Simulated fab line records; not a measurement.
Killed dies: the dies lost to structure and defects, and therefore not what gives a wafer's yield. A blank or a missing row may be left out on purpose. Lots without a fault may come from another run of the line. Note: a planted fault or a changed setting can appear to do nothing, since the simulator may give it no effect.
fab line records	flow gf180mcu	part 1 of 2: steps 1 to 26 of 37
record lots=5	wafers=15	lastDay=34
route steps=602 shown POLY_GATE@174 HV_LDD@176
lots that met no fault: taken from a fault-free run of the same line
startH: the number of hours between the record's first day and the start of the first shown wafer of the lot	waitH: time in hours since the lot's previous step	" unchanged from the row above	L1.1+2: a row that stands for several wafers	- no value, or no start given	* or withheld: withheld	< > ~ a bound
route shown NAME@n: NAME is a module with steps in the file, n the number in the route of the first one	usual: mean/standard deviation taken from wafers without a fault	same: alike in all rows	chamber/n: place in a boat	sites: per-site readings	_std_site: their standard deviation	_edge_site: outer sites' mean less inner sites'	radiusMm: for every site, how far away it sits from the centre of the wafer	mask NAME#n: copy n	behind: the last tool/chamber to shape the wafer	hold: why the lot went on hold/how many hours it stayed there/how the hold came to an end	device: whichever transistor did not switch (one of n, p or np)	end of line: the tests these same wafers got at the end of their route	step lacking rows: just its recipe	killed: dies lost to structure and defects at the first sort, not the wafer's yield	map: a wafer's dies, marking killed ones x, the rest . and places with no die _
set.NAME: the setting the step ran with; set.NAME@STEP: the setting that earlier step ran with	model.NAME: the simulator's own value behind a step, which no gauge read
lots seen at some steps along the route; tables by step, rows by wafer
services: when a tool's chamber went out of use (startH, in hours from the record's first day, below 0 if earlier), for how many hours, and the reason
## steps
# step GF_POLY_GATE_THK_MEAS_17
# recipe reads=SiO2_of_POLY_GATE_OXIDATION_16
# usual POLY_GATE_OXIDATION_THK=3.99/0.074
lot.wafer	tool	chamber	startH	waitH	POLY_GATE_OXIDATION_THK[nm]
L075.2	filmMetro-02	-	206.57	0.0	3.96
L075.3	"	-	"	"	3.97
L075.6	"	-	"	"	3.93
L076.3	filmMetro-01	-	214.34	0.0	3.90
L076.4	"	-	"	"	3.94
L076.5	"	-	"	"	3.91
L081.2	filmMetro-03	-	245.78	0.0	3.96
L081.4	"	-	"	"	4.05
L081.5	"	-	"	"	4.02
L084.2	filmMetro-03	-	270.48	0.0	4.09
L084.4	"	-	"	"	4.00
L084.6	"	-	"	"	4.11
L097.1	filmMetro-02	-	360.57	0.0	4.04
L097.3	"	-	"	"	3.98
L097.4	"	-	"	"	3.96
# step GF_POLY_GATE_CD_MEAS_18
# usual cdNm=280.7/2
lot.wafer	tool	chamber	startH	waitH	cdNm
L075.2	cdSem-01	-	206.65	0.1	277.1
L075.3	"	-	"	"	280.6
L075.6	"	-	"	"	278.1
L076.3	cdSem-01	-	214.43	0.1	283.0
L076.4	"	-	"	"	278.2
L076.5	"	-	"	"	281.1
L081.2	cdSem-02	-	245.86	0.1	283.5
L081.4	"	-	"	"	280.7
L081.5	"	-	"	"	280.5
L084.2	cdSem-02	-	270.55	0.1	278.8
L084.4	"	-	"	"	279.0
L084.6	"	-	"	"	278.0
L097.1	cdSem-01	-	360.63	0.1	282.7
L097.3	"	-	"	"	283.3
L097.4	"	-	"	"	282.0
# step GF_HV_LDD_DEHYDRATE_00
# recipe tempC=200	timeS=60
# usual exhaustPa=45.0/0.9
lot.wafer	tool	chamber	startH	waitH	exhaustPa
L075.2	lithoTrack-01	0	214.73	8.1	44.1
L075.3	"	0	"	"	43.2
L075.6	"	0	"	"	44.5
L076.3	lithoTrack-02	0	222.81	8.3	46.5
L076.4	"	0	"	"	46.3
L076.5	"	0	"	"	46.0
L081.2	lithoTrack-04	0	253.84	8.0	44.0
L081.4	"	0	"	"	45.0
L081.5	"	0	"	"	44.9
L084.2	lithoTrack-04	0	280.54	10.0	46.1
L084.4	"	0	"	"	45.0
L084.6	"	0	"	"	46.3
L097.1	lithoTrack-01	0	371.66	11.0	45.6
L097.3	"	0	"	"	44.9
L097.4	"	0	"	"	46.3
# step GF_HV_LDD_HMDS_01
# recipe primeTimeS=60	primeTempC=120
# usual exhaustPa=45.1/0.96
# same primeTimeS=60
lot.wafer	tool	chamber	startH	waitH	exhaustPa
L075.2	lithoTrack-01	0	214.88	0.1	45.3
L075.3	"	0	"	"	45.6
L075.6	"	0	"	"	45.1
L076.3	lithoTrack-02	0	222.96	0.1	44.1
L076.4	"	0	"	"	44.4
L076.5	"	0	"	"	45.9
L081.2	lithoTrack-04	0	253.99	0.1	46.7
L081.4	"	0	"	"	45.2
L081.5	"	0	"	"	44.5
L084.2	lithoTrack-04	0	280.69	0.1	46.3
L084.4	"	0	"	"	45.9
L084.6	"	0	"	"	46.1
L097.1	lithoTrack-01	0	371.81	0.1	45.2
L097.3	"	0	"	"	44.8
L097.4	"	0	"	"	45.2
# step GF_HV_LDD_COAT_02
# recipe resist=NOVOLAK	spinRpm=3000	resistThkNm=1000
# usual exhaustPa=45.1/0.98
lot.wafer	tool	chamber	startH	waitH	exhaustPa
L075.2	lithoTrack-01	0	215.03	0.1	46.4
L075.3	"	0	"	"	45.8
L075.6	"	0	"	"	45.2
L076.3	lithoTrack-02	0	223.11	0.1	46.3
L076.4	"	0	"	"	46.6
L076.5	"	0	"	"	44.8
L081.2	lithoTrack-04	0	254.14	0.1	46.4
L081.4	"	0	"	"	45.4
L081.5	"	0	"	"	45.9
L084.2	lithoTrack-04	0	280.84	0.1	45.1
L084.4	"	0	"	"	44.9
L084.6	"	0	"	"	45.4
L097.1	lithoTrack-01	0	371.96	0.1	44.5
L097.3	"	0	"	"	43.9
L097.4	"	0	"	"	45.3
# step GF_HV_LDD_SOFTBAKE_03
# recipe tempC=90	timeS=60	resist=NOVOLAK
# usual exhaustPa=44.9/0.85
lot.wafer	tool	chamber	startH	waitH	exhaustPa
L075.2	lithoTrack-01	0	215.18	0.1	44.3
L075.3	"	0	"	"	45.7
L075.6	"	0	"	"	45.9
L076.3	lithoTrack-02	0	223.26	0.1	44.6
L076.4	"	0	"	"	43.8
L076.5	"	0	"	"	45.3
L081.2	lithoTrack-04	0	254.29	0.1	44.3
L081.4	"	0	"	"	45.0
L081.5	"	0	"	"	44.7
L084.2	lithoTrack-04	0	280.99	0.1	45.9
L084.4	"	0	"	"	44.5
L084.6	"	0	"	"	43.4
L097.1	lithoTrack-01	0	372.11	0.1	44.9
L097.3	"	0	"	"	44.7
L097.4	"	0	"	"	44.4
# step GF_HV_LDD_EXPOSE_04
# recipe maskId=Nplus_LV_AREA	targetCdNm=400	na=0.6	sourceShape=conventional	sigmaOuter=0.6	doseMj=140
lot.wafer	tool	chamber	startH	waitH	mask
L075.2+3+6	ilineStepper-01	0	-	-	Nplus_LV_AREA#0
L076.3+4+5	ilineStepper-01	0	-	-	Nplus_LV_AREA#0
L081.2+4+5	ilineStepper-02	0	-	-	Nplus_LV_AREA#0
L084.2+4+6	ilineStepper-02	0	-	-	Nplus_LV_AREA#0
L097.1+3+4	ilineStepper-01	0	-	-	Nplus_LV_AREA#0
# step GF_HV_LDD_PEB_05
# recipe tempC=withheld	timeS=*	resist=NOVOLAK
# usual exhaustPa=45.0/0.92
lot.wafer	tool	chamber	startH	waitH	exhaustPa
L075.2	lithoTrack-04	0	-	-	45.1
L075.3	"	0	"	"	44.4
L075.6	"	0	"	"	45.5
L076.3	lithoTrack-02	0	-	-	44.1
L076.4	"	0	"	"	42.6
L076.5	"	0	"	"	43.3
L081.2	lithoTrack-01	0	-	-	44.1
L081.4	"	0	"	"	43.6
L081.5	"	0	"	"	44.7
L084.2	lithoTrack-02	0	-	-	45.9
L084.4	"	0	"	"	45.2
L084.6	"	0	"	"	45.0
L097.1	lithoTrack-02	0	-	-	45.8
L097.3	"	0	"	"	45.4
L097.4	"	0	"	"	44.8
# step GF_HV_LDD_DEVELOP_06
# recipe developTimeS=60	devTempC=23
# usual exhaustPa=44.8/1
lot.wafer	tool	chamber	startH	waitH	exhaustPa
L075.2	lithoTrack-04	0	223.94	0.1	45.2
L075.3	"	0	"	"	44.6
L075.6	"	0	"	"	46.3
L076.3	lithoTrack-02	0	231.81	0.1	45.1
L076.4	"	0	"	"	43.1
L076.5	"	0	"	"	43.8
L081.2	lithoTrack-01	0	263.98	0.1	45.1
L081.4	"	0	"	"	45.7
L081.5	"	0	"	"	45.1
L084.2	lithoTrack-02	0	290.19	0.1	45.0
L084.4	"	0	"	"	45.2
L084.6	"	0	"	"	44.0
L097.1	lithoTrack-02	0	383.26	0.1	47.1
L097.3	"	0	"	"	46.3
L097.4	"	0	"	"	46.1
# step GF_HV_LDD_CD_MEAS_07
# recipe targetCdNm=400
# usual cdNm=400.8/2.1
lot.wafer	tool	chamber	startH	waitH	cdNm
L075.2	cdSem-02	-	224.09	0.1	400.3
L075.3	"	-	"	"	399.4
L075.6	"	-	"	"	399.5
L076.3	cdSem-02	-	231.95	0.1	403.2
L076.4	"	-	"	"	402.7
L076.5	"	-	"	"	402.4
L081.2	cdSem-02	-	264.13	0.1	401.8
L081.4	"	-	"	"	399.7
L081.5	"	-	"	"	402.0
L084.2	cdSem-02	-	290.33	0.1	400.7
L084.4	"	-	"	"	403.2
L084.6	"	-	"	"	402.2
L097.1	cdSem-01	-	383.41	0.1	406.0
L097.3	"	-	"	"	403.9
L097.4	"	-	"	"	404.1
# step GF_HV_LDD_OVL_MEAS_08
# usual HV_LDD_OVL=-0.8/1.3
lot.wafer	tool	chamber	startH	waitH	HV_LDD_OVL[nm]
L075.2	overlay-01	-	224.19	0.1	-1.5
L075.3	"	-	"	"	-1.1
L075.6	"	-	"	"	-0.3
L076.3	overlay-02	-	232.04	0.1	-0.4
L076.4	"	-	"	"	0.2
L076.5	"	-	"	"	-0.8
L081.2	overlay-01	-	264.23	0.1	-1.1
L081.4	"	-	"	"	-1.7
L081.5	"	-	"	"	-1.8
L084.2	overlay-02	-	290.44	0.1	-0.5
L084.4	"	-	"	"	-0.4
L084.6	"	-	"	"	0.1
L097.1	overlay-02	-	383.53	0.1	-0.6
L097.3	"	-	"	"	-1.1
L097.4	"	-	"	"	-0.7
# step GF_HV_LDD_IMPLANT_09
# recipe species=As	energyKev=40	doseCm2=1e+14	tiltDeg=7
# usual endStationPressureTorr=5.43e-06/2.8e-07
lot.wafer	tool	chamber	startH	waitH	endStationPressureTorr
L075.2	implanter-03	0	224.25	0.0	5.11e-06
L075.3	"	0	"	"	5.68e-06
L075.6	"	0	"	"	5.52e-06
L076.3	implanter-03	0	232.12	0.1	4.79e-06
L076.4	"	0	"	"	5.52e-06
L076.5	"	0	"	"	5.64e-06
L081.2	implanter-01	0	264.29	0.0	5.88e-06
L081.4	"	0	"	"	4.87e-06
L081.5	"	0	"	"	5.24e-06
L084.2	implanter-04	0	290.49	0.0	5.5e-06
L084.4	"	0	"	"	5.02e-06
L084.6	"	0	"	"	5.61e-06
L097.1	implanter-03	0	383.56	0.0	5.31e-06
L097.3	"	0	"	"	4.74e-06
L097.4	"	0	"	"	5.66e-06
# step GF_HV_LDD_STRIP_10
# recipe chemistry=O2/N2	powerW=1400	pressureMtorr=1500	platenTempC=250	o2FlowSccm=3000	n2FlowSccm=300	overashFraction=0.5
# usual drypumpMotorCurrentA=5.52/0.19	heaterPowerW=322/8.6	oesProductAu=0.716/0.0042	stripTimeToEndpointS=12.62/0.039
lot.wafer	tool	chamber	startH	waitH	drypumpMotorCurrentA	heaterPowerW	oesProductAu	rfHoursCounterH	stripTimeToEndpointS
L075.2	plasmaAsher-01	0	224.37	0.1	5.53	320	0.716	60	12.66
L075.3	"	0	"	"	5.52	314	0.719	-	12.58
L075.6	"	0	"	"	5.55	305	0.718	-	12.61
L076.3	plasmaAsher-01	1	232.25	0.1	5.32	320	0.719	-	12.57
L076.4	"	0	"	"	5.51	313	0.710	-	12.59
L076.5	"	0	"	"	5.53	310	0.713	-	12.59
L081.2	plasmaAsher-04	1	264.41	0.1	5.59	340	0.710	15	12.57
L081.4	"	0	"	"	5.22	328	0.716	-	12.54
L081.5	"	0	"	"	5.21	335	0.716	-	12.59
L084.2	plasmaAsher-01	1	290.62	0.1	5.30	323	0.722	67	12.61
L084.4	"	0	"	"	5.54	310	0.718	-	12.64
L084.6	"	1	"	"	5.31	327	0.714	-	12.63
L097.1	plasmaAsher-04	0	383.71	0.1	5.21	325	0.719	28	12.60
L097.3	"	0	"	"	5.20	331	0.716	-	12.62
L097.4	"	1	"	"	5.57	333	0.718	-	12.60
# step GF_HV_LDD_TW_MEAS_11
# usual HV_LDD_TW=2400/19
lot.wafer	tool	chamber	startH	waitH	HV_LDD_TW
L075.2	filmMetro-03	-	224.48	0.1	2368
L075.3	"	-	"	"	2376
L075.6	"	-	"	"	2382
L076.3	filmMetro-04	-	232.34	0.1	2405
L076.4	"	-	"	"	2423
L076.5	"	-	"	"	2416
L081.2	filmMetro-04	-	264.52	0.1	2419
L081.4	"	-	"	"	2431
L081.5	"	-	"	"	2406
L084.2	filmMetro-03	-	290.73	0.1	2381
L084.4	"	-	"	"	2384
L084.6	"	-	"	"	2382
L097.1	filmMetro-02	-	383.81	0.1	2419
L097.3	"	-	"	"	2418
L097.4	"	-	"	"	2399
# step GF_HV_LDD_DEHYDRATE_12
# recipe tempC=200	timeS=60
# usual exhaustPa=45.4/0.78
lot.wafer	tool	chamber	startH	waitH	exhaustPa
L075.2	lithoTrack-04	0	232.44	7.9	45.5
L075.3	"	0	"	"	45.5
L075.6	"	0	"	"	43.6
L076.3	lithoTrack-01	0	240.91	8.6	45.0
L076.4	"	0	"	"	46.2
L076.5	"	0	"	"	45.6
L081.2	lithoTrack-01	0	273.38	8.8	45.7
L081.4	"	0	"	"	44.2
L081.5	"	0	"	"	44.6
L084.2	lithoTrack-01	0	300.33	9.6	45.5
L084.4	"	0	"	"	44.9
L084.6	"	0	"	"	45.7
L097.1	lithoTrack-01	0	394.96	11.1	45.0
L097.3	"	0	"	"	45.3
L097.4	"	0	"	"	44.3
# step GF_HV_LDD_HMDS_13
# recipe primeTimeS=60	primeTempC=120
# usual exhaustPa=45.0/0.84
# same primeTimeS=60
lot.wafer	tool	chamber	startH	waitH	exhaustPa
L075.2	lithoTrack-04	0	232.59	0.1	44.7
L075.3	"	0	"	"	44.1
L075.6	"	0	"	"	43.7
L076.3	lithoTrack-01	0	241.06	0.1	43.7
L076.4	"	0	"	"	43.9
L076.5	"	0	"	"	45.4
L081.2	lithoTrack-01	0	273.53	0.1	43.5
L081.4	"	0	"	"	43.6
L081.5	"	0	"	"	44.0
L084.2	lithoTrack-01	0	300.48	0.1	44.3
L084.4	"	0	"	"	46.0
L084.6	"	0	"	"	46.1
L097.1	lithoTrack-01	0	395.11	0.1	45.4
L097.3	"	0	"	"	46.0
L097.4	"	0	"	"	44.3
# step GF_HV_LDD_COAT_14
# recipe resist=NOVOLAK	spinRpm=3000	resistThkNm=1000
# usual exhaustPa=45.1/0.98
lot.wafer	tool	chamber	startH	waitH	exhaustPa
L075.2	lithoTrack-04	0	232.74	0.1	46.1
L075.3	"	0	"	"	46.0
L075.6	"	0	"	"	46.9
L076.3	lithoTrack-01	0	241.21	0.1	44.0
L076.4	"	0	"	"	45.1
L076.5	"	0	"	"	43.9
L081.2	lithoTrack-01	0	273.68	0.1	44.9
L081.4	"	0	"	"	45.0
L081.5	"	0	"	"	46.3
L084.2	lithoTrack-01	0	300.63	0.1	45.5
L084.4	"	0	"	"	45.2
L084.6	"	0	"	"	46.1
L097.1	lithoTrack-01	0	395.26	0.1	44.5
L097.3	"	0	"	"	44.0
L097.4	"	0	"	"	44.9
# step GF_HV_LDD_SOFTBAKE_15
# recipe tempC=90	timeS=60	resist=NOVOLAK
# usual exhaustPa=45.0/0.8
lot.wafer	tool	chamber	startH	waitH	exhaustPa
L075.2	lithoTrack-04	0	232.89	0.1	43.6
L075.3	"	0	"	"	44.8
L075.6	"	0	"	"	44.8
L076.3	lithoTrack-01	0	241.36	0.1	45.1
L076.4	"	0	"	"	43.6
L076.5	"	0	"	"	45.0
L081.2	lithoTrack-01	0	273.83	0.1	44.5
L081.4	"	0	"	"	44.8
L081.5	"	0	"	"	44.7
L084.2	lithoTrack-01	0	300.78	0.1	44.5
L084.4	"	0	"	"	44.3
L084.6	"	0	"	"	46.4
L097.1	lithoTrack-01	0	395.41	0.1	44.6
L097.3	"	0	"	"	44.0
L097.4	"	0	"	"	45.4
# step GF_HV_LDD_EXPOSE_16
# recipe maskId=Pplus_LV_AREA	targetCdNm=400	na=0.6	sourceShape=conventional	sigmaOuter=0.6	doseMj=140
lot.wafer	tool	chamber	startH	waitH	mask
L075.2+3+6	ilineStepper-02	0	-	-	Pplus_LV_AREA#0
L076.3+4+5	ilineStepper-02	0	-	-	Pplus_LV_AREA#0
L081.2+4+5	ilineStepper-01	0	-	-	Pplus_LV_AREA#0
L084.2+4+6	ilineStepper-02	0	-	-	Pplus_LV_AREA#0
L097.1+3+4	ilineStepper-01	0	-	-	Pplus_LV_AREA#0
# step GF_HV_LDD_PEB_17
# recipe tempC=withheld	timeS=*	resist=NOVOLAK
# usual exhaustPa=44.8/0.92
lot.wafer	tool	chamber	startH	waitH	exhaustPa
L075.2	lithoTrack-04	0	-	-	43.9
L075.3	"	0	"	"	44.4
L075.6	"	0	"	"	43.5
L076.3	lithoTrack-04	0	-	-	46.0
L076.4	"	0	"	"	45.1
L076.5	"	0	"	"	46.2
L081.2	lithoTrack-04	0	-	-	43.9
L081.4	"	0	"	"	44.3
L081.5	"	0	"	"	44.2
L084.2	lithoTrack-01	0	-	-	45.3
L084.4	"	0	"	"	46.2
L084.6	"	0	"	"	44.6
L097.1	lithoTrack-01	0	-	-	44.6
L097.3	"	0	"	"	43.9
L097.4	"	0	"	"	46.0
# step GF_HV_LDD_DEVELOP_18
# recipe developTimeS=60	devTempC=23
# usual exhaustPa=45.2/0.94
lot.wafer	tool	chamber	startH	waitH	exhaustPa
L075.2	lithoTrack-04	0	241.64	0.1	46.0
L075.3	"	0	"	"	46.1
L075.6	"	0	"	"	46.3
L076.3	lithoTrack-04	0	250.32	0.1	45.7
L076.4	"	0	"	"	45.1
L076.5	"	0	"	"	46.1
L081.2	lithoTrack-04	0	283.49	0.1	46.7
L081.4	"	0	"	"	44.9
L081.5	"	0	"	"	44.1
L084.2	lithoTrack-01	0	310.78	0.1	44.8
L084.4	"	0	"	"	44.7
L084.6	"	0	"	"	45.2
L097.1	lithoTrack-01	0	406.71	0.1	46.7
L097.3	"	0	"	"	45.8
L097.4	"	0	"	"	44.0
# step GF_HV_LDD_CD_MEAS_19
# recipe targetCdNm=400
# usual cdNm=399.6/2.1
lot.wafer	tool	chamber	startH	waitH	cdNm
L075.2	cdSem-01	-	241.79	0.1	400.0
L075.3	"	-	"	"	400.6
L075.6	"	-	"	"	401.4
L076.3	cdSem-02	-	250.46	0.1	402.4
L076.4	"	-	"	"	401.1
L076.5	"	-	"	"	401.8
L081.2	cdSem-02	-	283.64	0.1	400.0
L081.4	"	-	"	"	399.8
L081.5	"	-	"	"	398.6
L084.2	cdSem-01	-	310.93	0.1	402.0
L084.4	"	-	"	"	399.3
L084.6	"	-	"	"	400.8
L097.1	cdSem-02	-	406.86	0.1	398.6
L097.3	"	-	"	"	399.8
L097.4	"	-	"	"	400.0
# step GF_HV_LDD_OVL_MEAS_20
# usual HV_LDD_01_OVL=0.4/1.4
lot.wafer	tool	chamber	startH	waitH	HV_LDD_01_OVL[nm]
L075.2	overlay-02	-	241.89	0.1	2.7
L075.3	"	-	"	"	0.8
L075.6	"	-	"	"	1.7
L076.3	overlay-02	-	250.55	0.1	1.6
L076.4	"	-	"	"	0.6
L076.5	"	-	"	"	0.7
L081.2	overlay-02	-	283.74	0.1	1.5
L081.4	"	-	"	"	1.1
L081.5	"	-	"	"	1.4
L084.2	overlay-01	-	311.03	0.1	3.9
L084.4	"	-	"	"	2.1
L084.6	"	-	"	"	1.8
L097.1	overlay-02	-	406.98	0.1	2.9
L097.3	"	-	"	"	2.6
L097.4	"	-	"	"	1.2
# step GF_HV_LDD_IMPLANT_21
# recipe species=BF2	energyKev=25	doseCm2=5e+13	tiltDeg=7
# usual endStationPressureTorr=5.22e-06/2.7e-07
lot.wafer	tool	chamber	startH	waitH	endStationPressureTorr
L075.2	implanter-03	0	241.95	0.0	4.87e-06
L075.3	"	0	"	"	5.38e-06
L075.6	"	0	"	"	4.99e-06
L076.3	implanter-04	0	250.62	0.1	5.53e-06
L076.4	"	0	"	"	5.29e-06
L076.5	"	0	"	"	5.29e-06
L081.2	implanter-04	0	283.80	0.0	5.25e-06
L081.4	"	0	"	"	5.24e-06
L081.5	"	0	"	"	5.03e-06
L084.2	implanter-03	0	311.09	0.0	5.12e-06
L084.4	"	0	"	"	5.22e-06
L084.6	"	0	"	"	4.96e-06
L097.1	implanter-04	0	407.01	0.0	4.83e-06
L097.3	"	0	"	"	5.16e-06
L097.4	"	0	"	"	5.38e-06
# step GF_HV_LDD_STRIP_22
# recipe chemistry=O2/N2	powerW=1400	pressureMtorr=1500	platenTempC=250	o2FlowSccm=3000	n2FlowSccm=300	overashFraction=0.5
# usual drypumpMotorCurrentA=5.47/0.21	heaterPowerW=328/9.6	oesProductAu=0.716/0.0045	stripTimeToEndpointS=12.623/0.028
lot.wafer	tool	chamber	startH	waitH	drypumpMotorCurrentA	heaterPowerW	oesProductAu	rfHoursCounterH	stripTimeToEndpointS
L075.2	plasmaAsher-01	1	242.07	0.1	5.30	318	0.721	61	12.633
L075.3	"	1	"	"	5.31	316	0.718	-	12.590
L075.6	"	0	"	"	5.51	315	0.718	-	12.637
L076.3	plasmaAsher-04	1	250.76	0.1	5.59	345	0.719	-	12.586
L076.4	"	0	"	"	5.23	330	0.721	-	12.617
L076.5	"	1	"	"	5.61	334	0.713	-	12.600
L081.2	plasmaAsher-04	1	283.92	0.1	5.60	341	0.719	17	12.624
L081.4	"	1	"	"	5.61	343	0.718	-	12.643
L081.5	"	1	"	"	5.60	336	0.721	-	12.660
L084.2	plasmaAsher-04	1	311.21	0.1	5.58	335	0.712	20	12.642
L084.4	"	0	"	"	5.18	326	0.715	-	12.643
L084.6	"	1	"	"	5.60	339	0.719	-	12.619
L097.1	plasmaAsher-01	1	407.16	0.1	5.31	327	0.713	79	12.658
L097.3	"	0	"	"	5.52	303	0.719	-	12.674
L097.4	"	1	"	"	5.30	318	0.714	-	12.636
# step GF_HV_LDD_TW_MEAS_23
# usual HV_LDD_2_TW=1052/8.6
lot.wafer	tool	chamber	startH	waitH	HV_LDD_2_TW
L075.2	filmMetro-02	-	242.18	0.1	1054
L075.3	"	-	"	"	1053
L075.6	"	-	"	"	1050
L076.3	filmMetro-03	-	250.84	0.1	1040
L076.4	"	-	"	"	1036
L076.5	"	-	"	"	1040
L081.2	filmMetro-03	-	284.03	0.1	1044
L081.4	"	-	"	"	1044
L081.5	"	-	"	"	1037
L084.2	filmMetro-04	-	311.32	0.1	1061
L084.4	"	-	"	"	1063
L084.6	"	-	"	"	1072
L097.1	filmMetro-02	-	407.26	0.1	1052
L097.3	"	-	"	"	1043
L097.4	"	-	"	"	1050
